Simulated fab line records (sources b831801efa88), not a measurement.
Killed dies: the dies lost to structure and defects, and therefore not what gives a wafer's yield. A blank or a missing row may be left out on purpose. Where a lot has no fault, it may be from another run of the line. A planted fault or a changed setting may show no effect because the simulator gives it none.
Split-lot study :: flow gf180mcu :: on a route of 602 steps: 5 lots, 23 wafers read

== THE SPLIT ITSELF ==
At GF_V4_CVD_00 (deposits SiO2, target thk 600 nm, time 100 s), the setting sih4_flow_sccm was moved away from the recipe's 60 sccm on 11 of the 23 wafers read, by -9.2% to +6.4%. The other wafers ran this setting at the recipe's value.

Split to reading: the file shows no intervening step.

== THE READING ==
Values of V4_CVD_00_THK in nm from GF_V4_THK_MEAS_01. Typical for fault-free wafers on this fab line: 604 nm, with standard deviation 5.2 nm.

wafer: L079.1
tool, chamber at the split: hdpcvd-01, 2
sih4_flow_sccm as run, sccm: 60
against the recipe: recipe
V4_CVD_00_THK, nm: 603
against lot-mates on the recipe: -

wafer: L079.3
tool, chamber at the split: hdpcvd-01, 1
sih4_flow_sccm as run, sccm: 60
against the recipe: recipe
V4_CVD_00_THK, nm: 599
against lot-mates on the recipe: -

wafer: L079.4
tool, chamber at the split: hdpcvd-01, 0
sih4_flow_sccm as run, sccm: 60
against the recipe: recipe
V4_CVD_00_THK, nm: 610
against lot-mates on the recipe: -

wafer: L079.5
tool, chamber at the split: hdpcvd-01, 2
sih4_flow_sccm as run, sccm: 63.08
against the recipe: +5.1%
V4_CVD_00_THK, nm: 634
against lot-mates on the recipe: +30

wafer: L079.6
tool, chamber at the split: hdpcvd-01, 1
sih4_flow_sccm as run, sccm: 63.08
against the recipe: +5.1%
V4_CVD_00_THK, nm: 623
against lot-mates on the recipe: +19

wafer: L081.1
tool, chamber at the split: hdpcvd-02, 0
sih4_flow_sccm as run, sccm: 55.72
against the recipe: -7.1%
V4_CVD_00_THK, nm: 563
against lot-mates on the recipe: -47

wafer: L081.2
tool, chamber at the split: hdpcvd-02, 1
sih4_flow_sccm as run, sccm: 55.72
against the recipe: -7.1%
V4_CVD_00_THK, nm: 555
against lot-mates on the recipe: -55

wafer: L081.3
tool, chamber at the split: hdpcvd-02, 2
sih4_flow_sccm as run, sccm: 60
against the recipe: recipe
V4_CVD_00_THK, nm: 607
against lot-mates on the recipe: -

wafer: L081.5
tool, chamber at the split: hdpcvd-02, 0
sih4_flow_sccm as run, sccm: 60
against the recipe: recipe
V4_CVD_00_THK, nm: 613
against lot-mates on the recipe: -

wafer: L081.6
tool, chamber at the split: hdpcvd-02, 1
sih4_flow_sccm as run, sccm: 55.72
against the recipe: -7.1%
V4_CVD_00_THK, nm: 559
against lot-mates on the recipe: -51

wafer: L080.1
tool, chamber at the split: hdpcvd-01, 2
sih4_flow_sccm as run, sccm: 63.86
against the recipe: +6.4%
V4_CVD_00_THK, nm: 650
against lot-mates on the recipe: +41

wafer: L080.2
tool, chamber at the split: hdpcvd-01, 0
sih4_flow_sccm as run, sccm: 60
against the recipe: recipe
V4_CVD_00_THK, nm: 613
against lot-mates on the recipe: -

wafer: L080.3
tool, chamber at the split: hdpcvd-01, 1
sih4_flow_sccm as run, sccm: 63.86
against the recipe: +6.4%
V4_CVD_00_THK, nm: 645
against lot-mates on the recipe: +36

wafer: L080.4
tool, chamber at the split: hdpcvd-01, 0
sih4_flow_sccm as run, sccm: 63.86
against the recipe: +6.4%
V4_CVD_00_THK, nm: 640
against lot-mates on the recipe: +31

wafer: L080.5
tool, chamber at the split: hdpcvd-01, 2
sih4_flow_sccm as run, sccm: 60
against the recipe: recipe
V4_CVD_00_THK, nm: 605
against lot-mates on the recipe: -

wafer: L082.1
tool, chamber at the split: hdpcvd-02, 0
sih4_flow_sccm as run, sccm: 60
against the recipe: recipe
V4_CVD_00_THK, nm: 600
against lot-mates on the recipe: -

wafer: L082.2
tool, chamber at the split: hdpcvd-02, 1
sih4_flow_sccm as run, sccm: 54.49
against the recipe: -9.2%
V4_CVD_00_THK, nm: 543
against lot-mates on the recipe: -53

wafer: L082.3
tool, chamber at the split: hdpcvd-02, 2
sih4_flow_sccm as run, sccm: 54.49
against the recipe: -9.2%
V4_CVD_00_THK, nm: 550
against lot-mates on the recipe: -46

wafer: L082.4
tool, chamber at the split: hdpcvd-02, 1
sih4_flow_sccm as run, sccm: 60
against the recipe: recipe
V4_CVD_00_THK, nm: 592
against lot-mates on the recipe: -

wafer: L082.5
tool, chamber at the split: hdpcvd-02, 2
sih4_flow_sccm as run, sccm: 54.49
against the recipe: -9.2%
V4_CVD_00_THK, nm: 549
against lot-mates on the recipe: -47

wafer: L085.3
tool, chamber at the split: hdpcvd-01, 1
sih4_flow_sccm as run, sccm: 60
against the recipe: recipe
V4_CVD_00_THK, nm: 600
against lot-mates on the recipe: -

wafer: L085.4
tool, chamber at the split: hdpcvd-01, 1
sih4_flow_sccm as run, sccm: 60
against the recipe: recipe
V4_CVD_00_THK, nm: 596
against lot-mates on the recipe: -

wafer: L085.6
tool, chamber at the split: hdpcvd-01, 0
sih4_flow_sccm as run, sccm: 60
against the recipe: recipe
V4_CVD_00_THK, nm: 604
against lot-mates on the recipe: -

THE FIT
A straight line over all 23 wafers: V4_CVD_00_THK changes by +6.09 nm for each +1% of sih4_flow_sccm; r = +0.98; the points scatter about the line by 5.9 nm.
The same after taking each lot's own level away (the mean of its wafers on the recipe; 23 wafers): +5.76 nm for each +1%; r = +0.98; scatter 5.8 nm.
That fit puts the effect of the largest move of sih4_flow_sccm on the reading at 53 nm.
From 596.0 to 610.0 nm: that is the span of the lots' own levels, equal to 2.7 times the standard deviation above.
Consequently the slope shifts little with the lot-to-lot level, the two slopes agreeing.
Check: -54.4 nm against its lot-mates is what the line predicts for one of the wafers moved furthest among these (-9.2%) when that wafer is left out of the fit. It came out at -53 nm against them.

== THE WHOLE CHAIN: every reading that the file lists as answering this split, in the file's order ==
step: GF_V4_CVD_00
what it does: deposits SiO2, target thk 600 nm, time 100 s
reading: SiO2_of_V4_CVD_00.thk_nm (the simulator's own value, which no gauge read)
change (the file's fit): +5.75 nm for each +1% of the setting
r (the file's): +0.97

step: GF_V4_THK_MEAS_01
what it does: 
reading: V4_CVD_00_THK
change (the file's fit): +5.79 for each +1% of the setting
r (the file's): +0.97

== FILE'S OWN FIT ==
V4_CVD_00_THK changes by +5.79 nm for each +1% of sih4_flow_sccm, r = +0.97.
